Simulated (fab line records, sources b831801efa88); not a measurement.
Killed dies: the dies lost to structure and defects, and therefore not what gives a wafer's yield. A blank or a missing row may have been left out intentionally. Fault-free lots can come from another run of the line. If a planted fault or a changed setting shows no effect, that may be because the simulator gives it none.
fab line records	flow sky130
record lots=11	wafers=33	last-day=50
route steps=708 shown CONTACT@425 VIA1@459 VIA3@573 PAD_OPEN@708
lots that met no fault: taken from a fault-free run of the same line
start-h: the number of hours between the record's first day and the start of the first shown wafer of the lot	wait-h: how many hours have passed since the lot's step before this one	" unchanged from the row above	L1.1+2: a row that stands for several wafers	- either no value or no given start	* or withheld: withheld	< > ~ a bound
route shown NAME@n: a module of which the file shows steps, and the number in the route of the first	usual: mean/standard deviation of fault-free wafers	same: alike in all rows	chamber/n: place in a boat	sites: per-site readings	_std_site: their standard deviation	_edge_site: inner sites' mean taken away from outer sites' mean	radius-mm: for every site, how far away it sits from the centre of the wafer	mask NAME#n: copy n	behind: the most recent tool/chamber to have shaped the wafer	hold: the reason the lot was held/the length of the hold in hours/how it ended	device: transistor that didn't switch, given as n, p or np	end of line: tests of these same wafers at the route's end	a step with no rows: only its recipe	killed: dies lost to structure and defects at the first sort, not the wafer's yield	map: a wafer's dies, marking killed ones x, the rest . and places with no die _
set.NAME: the run value of the setting; set.NAME@STEP: its run value at that earlier step	model.NAME: the simulator's own value behind a step, which no gauge read
one table for each step of the route and one row for each wafer, over a sample of lots
services: a tool's chamber out of use, with start hour (start-h, from the record's first day; less than 0 if before it), hours out, and reason
## steps
# step SKY_CONTACT_STRIP_19
# recipe chemistry=O2/N2	power-w=1400	pressure-mtorr=1500	platen-temp-c=withheld	o2-flow-sccm=3000	n2-flow-sccm=300	overash-fraction=0.5
# usual drypump-motor-current-A=5.73/0.23	oes-product-au=0.381/0.0047	strip-time-to-endpoint-s=3.62/0.049
lot.wafer	tool	chamber	start-h	wait-h	drypump-motor-current-A	oes-product-au	rf-hours-counter-h	strip-time-to-endpoint-s
L317.2	plasma-asher-02	0	726.46	-	5.63	0.381	30	3.56
L317.3	"	1	"	"	5.67	0.379	-	3.63
L317.5	"	1	"	"	5.67	0.379	-	3.63
L319.1	plasma-asher-02	0	768.26	-	5.60	0.379	34	3.61
L319.4	"	0	"	"	5.62	0.383	-	3.64
L319.6	"	0	"	"	5.61	0.390	-	3.61
L322.1	plasma-asher-02	0	782.76	-	5.62	0.384	35	3.59
L322.2	"	1	"	"	5.64	0.375	35	3.65
L322.6	"	1	"	"	5.65	0.382	-	3.60
L325.1	plasma-asher-03	0	802.51	-	6.16	0.383	5	3.69
L325.4	"	0	"	"	6.14	0.380	-	3.63
L325.5	"	1	"	"	5.79	0.389	-	3.66
L330.2	plasma-asher-02	0	833.95	-	5.65	0.374	40	3.55
L330.4	"	0	"	"	5.64	0.375	-	3.64
L330.5	"	0	"	"	5.63	0.379	-	3.55
L334.1	plasma-asher-01	0	842.06	-	5.94	0.379	76	3.67
L334.5	"	0	"	"	5.96	0.383	-	3.72
L334.6	"	1	"	"	5.34	0.379	-	3.60
L335.2	plasma-asher-01	1	861.15	-	5.32	0.385	77	3.62
L335.5	"	1	"	"	5.33	0.383	-	3.54
L335.6	"	0	"	"	5.97	0.376	-	3.55
L336.2	plasma-asher-02	0	877.82	-	5.66	0.379	45	3.59
L336.3	"	0	"	"	5.65	0.386	-	3.68
L336.6	"	0	"	"	5.67	0.382	-	3.67
L337.2	plasma-asher-01	1	890.56	-	5.32	0.378	80	3.52
L337.5	"	1	"	"	5.36	0.384	-	3.62
L337.6	"	0	"	"	6.01	0.380	-	3.55
L339.3	plasma-asher-02	0	891.40	-	5.67	0.376	-	3.57
L339.5	"	0	"	"	5.67	0.383	-	3.58
L339.6	"	1	"	"	5.69	0.385	-	3.71
L340.1	plasma-asher-01	0	893.75	-	5.95	0.379	81	3.70
L340.3	"	1	"	"	5.34	0.382	-	3.60
L340.5	"	0	"	"	5.96	0.377	-	3.67
# step SKY_CONTACT_CVD_24
# recipe material=W	target-thk-nm=340	time-s=102.12	temp-c=400	pressure-torr=40
# usual heater-power-w=892/86
lot.wafer	tool	chamber	start-h	wait-h	heater-power-w
L317.2	cvd-w-02	0	727.12	0.0	886
L317.3	"	1	"	"	993
L317.5	"	0	"	"	885
L319.1	cvd-w-02	1	768.95	0.0	988
L319.4	"	1	"	"	1022
L319.6	"	1	"	"	1031
L322.1	cvd-w-01	1	783.41	0.0	894
L322.2	"	0	"	"	781
L322.6	"	1	"	"	885
L325.1	cvd-w-01	0	803.17	0.0	777
L325.4	"	0	"	"	755
L325.5	"	0	"	"	789
L330.2	cvd-w-01	1	834.61	0.0	895
L330.4	"	1	"	"	903
L330.5	"	0	"	"	786
L334.1	cvd-w-01	0	842.71	0.0	763
L334.5	"	0	"	"	784
L334.6	"	1	"	"	903
L335.2	cvd-w-02	0	861.84	0.0	869
L335.5	"	1	"	"	1016
L335.6	"	0	"	"	886
L336.2	cvd-w-01	0	878.54	0.0	769
L336.3	"	1	"	"	912
L336.6	"	0	"	"	782
L337.2	cvd-w-01	0	891.21	0.0	772
L337.5	"	0	"	"	789
L337.6	"	1	"	"	880
L339.3	cvd-w-01	1	892.63	0.1	902
L339.5	"	1	"	"	901
L339.6	"	0	"	"	765
L340.1	cvd-w-01	1	894.76	0.0	920
L340.3	"	0	"	"	773
L340.5	"	1	"	"	895
# step SKY_VIA1_THK_MEAS_01
# recipe reads=SiO2_of_VIA1_HDPCVD_00
# usual VIA1_HDPCVD_THK=1034/13
lot.wafer	tool	chamber	start-h	wait-h	VIA1_HDPCVD_THK[nm]
L317.2	film-metro-04	-	755.36	0.1	1029
L317.3	"	-	"	"	1038
L317.5	"	-	"	"	1038
L319.1	film-metro-01	-	795.66	0.1	1064
L319.4	"	-	"	"	1043
L319.6	"	-	"	"	1048
L322.1	film-metro-03	-	811.55	0.1	1028
L322.2	"	-	"	"	1035
L322.6	"	-	"	"	1030
L325.1	film-metro-04	-	830.50	0.1	1046
L325.4	"	-	"	"	1060
L325.5	"	-	"	"	1054
L330.2	film-metro-03	-	862.16	0.1	1043
L330.4	"	-	"	"	1039
L330.5	"	-	"	"	1030
L334.1	film-metro-01	-	870.42	0.1	1021
L334.5	"	-	"	"	1030
L334.6	"	-	"	"	1027
L335.2	film-metro-03	-	890.71	0.1	1030
L335.5	"	-	"	"	1037
L335.6	"	-	"	"	1022
L336.2	film-metro-03	-	906.24	0.1	1039
L336.3	"	-	"	"	1048
L336.6	"	-	"	"	1044
L337.2	film-metro-01	-	917.71	0.1	1038
L337.5	"	-	"	"	1038
L337.6	"	-	"	"	1031
L339.3	film-metro-04	-	920.69	0.2	1059
L339.5	"	-	"	"	1053
L339.6	"	-	"	"	1046
L340.1	film-metro-04	-	921.50	0.1	1034
L340.3	"	-	"	"	1029
L340.5	"	-	"	"	1037
# step SKY_VIA3_HDPCVD_00
# recipe material=SiO2	target-thk-nm=1635	sigma-open-frac=0.3	time-s=272.5	temp-c=400	sih4-flow-sccm=60	pressure-mtorr=6
# usual run-length-s=300.3/0.62
lot.wafer	tool	chamber	start-h	wait-h	run-length-s
L317.2	hdpcvd-02	0	892.88	0.0	299.9
L317.3	"	2	"	"	300.7
L317.5	"	1	"	"	300.9
L319.1	hdpcvd-01	0	927.19	0.0	299.2
L319.4	"	0	"	"	299.0
L319.6	"	2	"	"	300.5
L322.1	hdpcvd-01	0	945.43	0.0	299.5
L322.2	"	2	"	"	300.3
L322.6	"	0	"	"	299.0
L325.1	hdpcvd-02	0	960.39	0.0	267.2
L325.4	"	2	"	"	301.0
L325.5	"	1	"	"	267.9
L330.2	hdpcvd-01	2	990.64	0.0	300.5
L330.4	"	2	"	"	300.2
L330.5	"	2	"	"	300.2
L334.1	hdpcvd-01	0	1001.12	0.0	299.1
L334.5	"	1	"	"	300.7
L334.6	"	0	"	"	299.4
L335.2	hdpcvd-01	0	1015.17	0.0	299.0
L335.5	"	2	"	"	300.0
L335.6	"	1	"	"	301.1
L336.2	hdpcvd-01	1	1028.92	0.0	301.4
L336.3	"	2	"	"	300.3
L336.6	"	1	"	"	301.0
L337.2	hdpcvd-02	0	1042.02	0.0	300.3
L337.5	"	0	"	"	299.7
L337.6	"	1	"	"	300.6
L339.3	hdpcvd-02	0	1044.78	0.1	299.7
L339.5	"	1	"	"	300.9
L339.6	"	0	"	"	299.7
L340.1	hdpcvd-01	0	1046.65	0.0	299.0
L340.3	"	2	"	"	300.2
L340.5	"	0	"	"	299.4
# step SKY_VIA3_THK_MEAS_01
# recipe reads=SiO2_of_VIA3_HDPCVD_00
# usual VIA3_HDPCVD_THK=1639/17
lot.wafer	tool	chamber	start-h	wait-h	VIA3_HDPCVD_THK[nm]
L317.2	film-metro-03	-	893.06	0.1	1648
L317.3	"	-	"	"	1647
L317.5	"	-	"	"	1648
L319.1	film-metro-03	-	927.36	0.1	1636
L319.4	"	-	"	"	1629
L319.6	"	-	"	"	1618
L322.1	film-metro-04	-	945.59	0.1	1644
L322.2	"	-	"	"	1641
L322.6	"	-	"	"	1638
L325.1	film-metro-04	-	960.56	0.1	1420
L325.4	"	-	"	"	1617
L325.5	"	-	"	"	1416
L330.2	film-metro-03	-	990.90	0.2	1649
L330.4	"	-	"	"	1656
L330.5	"	-	"	"	1666
L334.1	film-metro-01	-	1001.29	0.1	1639
L334.5	"	-	"	"	1643
L334.6	"	-	"	"	1643
L335.2	film-metro-01	-	1015.35	0.1	1613
L335.5	"	-	"	"	1631
L335.6	"	-	"	"	1648
L336.2	film-metro-04	-	1029.10	0.1	1659
L336.3	"	-	"	"	1679
L336.6	"	-	"	"	1651
L337.2	film-metro-04	-	1042.29	0.2	1614
L337.5	"	-	"	"	1619
L337.6	"	-	"	"	1629
L339.3	film-metro-01	-	1044.99	0.1	1629
L339.5	"	-	"	"	1618
L339.6	"	-	"	"	1624
L340.1	film-metro-04	-	1046.81	0.1	1621
L340.3	"	-	"	"	1659
L340.5	"	-	"	"	1633
# step SKY_PAD_OPEN_PROBE_99
# usual defect-limited-yield=82.2/1.8	killed_at_M0_to_M3=42/6.1	killed_at_M4_up=3.3/1.7	killed-at-contacts=25/5.4	killed-at-front-end=16/4.6	killed-at-other=0.4/0.55	killed-dies=87/8.8	killed-open=47/7.1	killed-short=40/5.8	sort_bin_3_pad_short=0.9/0.45	sort_bin_5_function=10.7/1.4	sort_bin_6_memory=6.2/1.2	sort_bin_8_speed=0.00/0.017	sort-n-pass=405/8.8	sort-yield-pct=82.2/1.8
# same gross-dies=492	killed-at-back-side=0	sort_bin_4_leakage[%]=0
lot.wafer	tool	chamber	start-h	wait-h	defect-limited-yield[%]	killed_at_M0_to_M3	killed_at_M4_up	killed-at-contacts	killed-at-front-end	killed-at-other	killed-dies	killed-open	killed-short	sort_bin_3_pad_short[%]	sort_bin_5_function[%]	sort_bin_6_memory[%]	sort_bin_8_speed[%]	sort-n-pass	sort-yield-pct[%]
L317.2	prober-02	-	1067.29	0.1	80.9	48	3	23	20	0	94	52	42	2.0	11.0	6.1	0	398	80.9
L317.3	prober-02	-	1067.34	0.2	86.2	27	4	25	11	1	68	29	39	0.2	9.6	4.1	0	424	86.2
L317.5	prober-02	-	1067.44	0.2	82.5	41	6	20	18	1	86	48	38	0.8	10.4	6.3	0	406	82.5
L322.1	prober-02	-	1112.18	0.1	79.7	47	4	30	19	0	100	49	51	0.6	12.8	6.9	0	392	79.7
L322.2	prober-02	-	1112.23	0.1	82.9	44	2	27	11	0	84	50	33	1.2	10.8	5.1	0	408	82.9
L322.6	prober-02	-	1112.43	0.2	83.7	32	3	27	17	1	80	39	41	0.4	10.8	5.1	0	412	83.7
L325.1	prober-02	-	1122.43	0.1	81.9	50	2	26	10	1	89	54	34	1.6	10.6	5.9	0	403	81.9
L325.4	prober-02	-	1122.58	0.2	82.1	43	4	31	8	2	88	47	39	1.0	9.8	7.1	0	404	82.1
L325.5	prober-02	-	1122.63	0.2	83.3	47	2	23	10	0	82	36	46	0.6	8.7	7.3	0	410	83.3
L330.2	prober-01	-	1142.34	0.1	81.5	43	3	27	17	1	91	50	41	0.6	12.4	5.5	0	401	81.5
L330.4	prober-01	-	1142.44	0.2	84.6	36	3	23	13	1	76	38	38	0.8	9.6	5.1	0	416	84.6
L330.5	prober-01	-	1142.49	0.2	82.7	37	3	28	17	0	85	43	42	0.2	11.2	5.9	0	407	82.7
L335.2	prober-02	-	1162.05	0.1	84.8	39	5	17	14	0	75	38	37	1.4	9.3	4.5	0	417	84.8
L335.5	prober-02	-	1162.20	0.2	83.5	44	2	19	14	2	81	47	33	0.6	8.9	6.9	0	411	83.5
L335.6	prober-02	-	1162.25	0.2	83.1	47	2	17	16	1	83	45	35	0.8	10.2	5.9	0	409	83.1
L337.2	prober-02	-	1186.92	0.1	79.1	51	1	30	21	0	103	58	45	0.8	10.6	9.6	0	389	79.1
L337.5	prober-02	-	1187.07	0.2	81.9	37	2	38	12	0	89	45	44	1.4	12.2	4.5	0	403	81.9
L337.6	prober-02	-	1187.12	0.2	84.8	38	6	23	8	0	75	40	35	0.2	10.0	5.1	0	417	84.8
# killed by level:class
L317.2 FIELD_ISO:geometric-particle:open=10 VIA1:geometric-particle:open=8 VIA2:geometric-particle:open=8 CONTACT:geometric-particle:open=7 METAL1:geometric-particle:short=7 VIA1:geometric-particle:short=7 VIA3:geometric-particle:open=7 FIELD_ISO:geometric-particle:short=6
L317.3 CONTACT:geometric-particle:open=8 METAL2:geometric-particle:short=6 FIELD_ISO:geometric-particle:open=5 LOCAL_INTERCONNECT:geometric-particle:short=5 FIELD_ISO:geometric-particle:short=4 LI_CONTACT:geometric-particle:short=4 LI_CONTACT:geometric-particle:open=4 CONTACT:geometric-particle:short=4
L317.5 VIA1:geometric-particle:open=12 CONTACT:geometric-particle:open=10 FIELD_ISO:geometric-particle:open=7 METAL1:geometric-particle:open=5 METAL1:geometric-particle:short=4 FIELD_ISO:geometric-particle:short=4 LI_CONTACT:geometric-particle:short=4 METAL4:geometric-particle:short=4
L322.1 VIA1:geometric-particle:short=10 LI_CONTACT:geometric-particle:open=9 VIA1:geometric-particle:open=9 CONTACT:geometric-particle:short=6 LOCAL_INTERCONNECT:geometric-particle:short=5 VIA2:geometric-particle:open=5 FIELD_ISO:geometric-particle:short=4 POLY_GATE:geometric-particle:open=4
L322.2 VIA1:geometric-particle:open=19 LI_CONTACT:geometric-particle:open=7 CONTACT:geometric-particle:short=7 CONTACT:geometric-particle:open=5 METAL3:geometric-particle:short=5 METAL1:geometric-particle:short=4 VIA2:geometric-particle:open=4 FIELD_ISO:geometric-particle:open=3
L322.6 VIA1:geometric-particle:open=9 LOCAL_INTERCONNECT:geometric-particle:short=7 CONTACT:geometric-particle:open=7 FIELD_ISO:geometric-particle:open=6 FIELD_ISO:geometric-particle:short=5 LI_CONTACT:geometric-particle:short=5 CONTACT:geometric-particle:short=5 VIA2:geometric-particle:open=5
L325.1 VIA2:geometric-particle:open=11 CONTACT:geometric-particle:open=9 VIA1:geometric-particle:open=9 VIA3:geometric-particle:open=8 LI_CONTACT:geometric-particle:open=7 METAL2:geometric-particle:short=7 VIA1:geometric-particle:short=5 CONTACT:geometric-particle:short=4
L325.4 CONTACT:geometric-particle:open=9 LI_CONTACT:geometric-particle:open=8 LOCAL_INTERCONNECT:geometric-particle:short=8 VIA3:geometric-particle:open=8 VIA3:geometric-particle:short=7 VIA1:geometric-particle:open=6 METAL1:geometric-particle:short=5 POLY_GATE:geometric-particle:short=4
L325.5 VIA2:geometric-particle:open=9 VIA3:geometric-particle:open=8 CONTACT:geometric-particle:open=7 LOCAL_INTERCONNECT:geometric-particle:short=5 METAL1:geometric-particle:short=5 METAL2:geometric-particle:short=5 VIA3:geometric-particle:short=5 POLY_GATE:geometric-particle:short=4
L330.2 VIA1:geometric-particle:open=12 VIA3:geometric-particle:open=10 LI_CONTACT:geometric-particle:open=7 POLY_GATE:geometric-particle:short=6 LOCAL_INTERCONNECT:geometric-particle:short=6 CONTACT:geometric-particle:open=6 VIA2:geometric-particle:open=5 FIELD_ISO:geometric-particle:short=4
L330.4 CONTACT:geometric-particle:short=8 VIA1:geometric-particle:open=8 LI_CONTACT:geometric-particle:open=8 METAL1:geometric-particle:short=8 FIELD_ISO:geometric-particle:short=4 CONTACT:geometric-particle:open=4 VIA2:geometric-particle:open=4 VIA3:geometric-particle:open=3
L330.5 VIA1:geometric-particle:open=9 CONTACT:geometric-particle:open=9 LI_CONTACT:geometric-particle:short=6 FIELD_ISO:geometric-particle:short=5 CONTACT:geometric-particle:short=5 VIA2:geometric-particle:open=5 VIA3:geometric-particle:open=5 LI_CONTACT:geometric-particle:open=4
L335.2 METAL1:geometric-particle:short=9 VIA2:geometric-particle:open=7 LI_CONTACT:geometric-particle:open=6 VIA1:geometric-particle:open=6 CONTACT:geometric-particle:open=5 FIELD_ISO:geometric-particle:open=4 VIA3:geometric-particle:short=4 METAL4:geometric-particle:short=4
L335.5 VIA1:geometric-particle:open=9 LI_CONTACT:geometric-particle:open=6 CONTACT:geometric-particle:open=6 METAL2:geometric-particle:short=6 VIA2:geometric-particle:open=6 VIA3:geometric-particle:open=5 FIELD_ISO:geometric-particle:short=4 POLY_GATE:geometric-particle:open=4
L335.6 VIA1:geometric-particle:open=11 METAL1:geometric-particle:short=10 CONTACT:geometric-particle:open=6 VIA3:geometric-particle:open=6 LI_CONTACT:geometric-particle:open=5 POLY_GATE:geometric-particle:open=4 METAL2:geometric-particle:short=4 FIELD_ISO:geometric-particle:short=3
L337.2 VIA1:geometric-particle:open=16 CONTACT:geometric-particle:open=11 CONTACT:geometric-particle:short=9 FIELD_ISO:geometric-particle:short=7 VIA3:geometric-particle:open=7 VIA1:geometric-particle:short=6 VIA2:geometric-particle:open=6 LI_CONTACT:geometric-particle:open=5
L337.5 CONTACT:geometric-particle:open=13 LI_CONTACT:geometric-particle:open=10 LOCAL_INTERCONNECT:geometric-particle:short=7 VIA3:geometric-particle:open=7 FIELD_ISO:geometric-particle:short=5 METAL1:geometric-particle:short=5 VIA1:geometric-particle:open=5 VIA1:geometric-particle:short=4
L337.6 VIA1:geometric-particle:open=12 LI_CONTACT:geometric-particle:open=10 VIA3:geometric-particle:open=6 METAL1:geometric-particle:short=5 METAL4:geometric-particle:short=5 CONTACT:geometric-particle:open=4 FIELD_ISO:geometric-particle:short=4 LI_CONTACT:geometric-particle:short=3
## services
tool	chamber	start-h	hours	kind
cvd-w-02	-	706.43	0.5	repair
plasma-asher-02	-	727.21	2.1	repair
plasma-asher-03	-	733.75	9.0	pm
hdpcvd-01	-	784.55	2.3	repair
cvd-w-01	-	820.94	6.9	pm
plasma-asher-01	-	867.36	0.5	repair
hdpcvd-02	-	868.87	2.8	pm
hdpcvd-01	-	886.60	2.8	pm
plasma-asher-01	-	887.87	1.1	repair
cvd-w-01	-	904.00	14.0	pm
hdpcvd-01	-	904.81	0.7	repair
hdpcvd-02	1	907.73	26.4	repair
cvd-w-02	-	913.86	0.3	repair
hdpcvd-01	2	914.81	5.6	repair
cvd-w-02	-	947.31	6.0	pm
hdpcvd-01	-	950.25	15.0	pm
plasma-asher-01	-	955.61	2.8	pm
plasma-asher-01	-	958.36	11.7	pm
cvd-w-01	-	968.14	5.3	repair
cvd-w-01	-	980.72	3.8	pm
hdpcvd-01	1	988.52	4.8	repair
hdpcvd-01	0	992.06	7.5	repair
plasma-asher-01	-	994.81	1.4	repair
hdpcvd-02	2	1035.53	21.3	repair
## key
first-sign step=SKY_VIA3_HDPCVD_00	reading=run-length-s	direction=down	sigmas=53	usual=*	struck=*
effect step=SKY_VIA3_THK_MEAS_01	reading=VIA3_HDPCVD_THK	direction=down	sigmas=13	usual=1639	struck=1418
met-at SKY_VIA3_HDPCVD_00
struck-lots L325
struck-wafers L325.1,L325.5
not-acting-at SKY_CONTACT_STRIP_19,SKY_CONTACT_CVD_24,SKY_VIA1_THK_MEAS_01
onset-between 892.88 960.39
fault kind=process-parameter-drift	tool=hdpcvd-02	chamber=-	onset-h=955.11	steps=SKY_VIA3_HDPCVD_00	channel=time-s	offset=*	shape=step	end-h=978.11	scope=struck-wafers-only	acts-in=*	stated=*
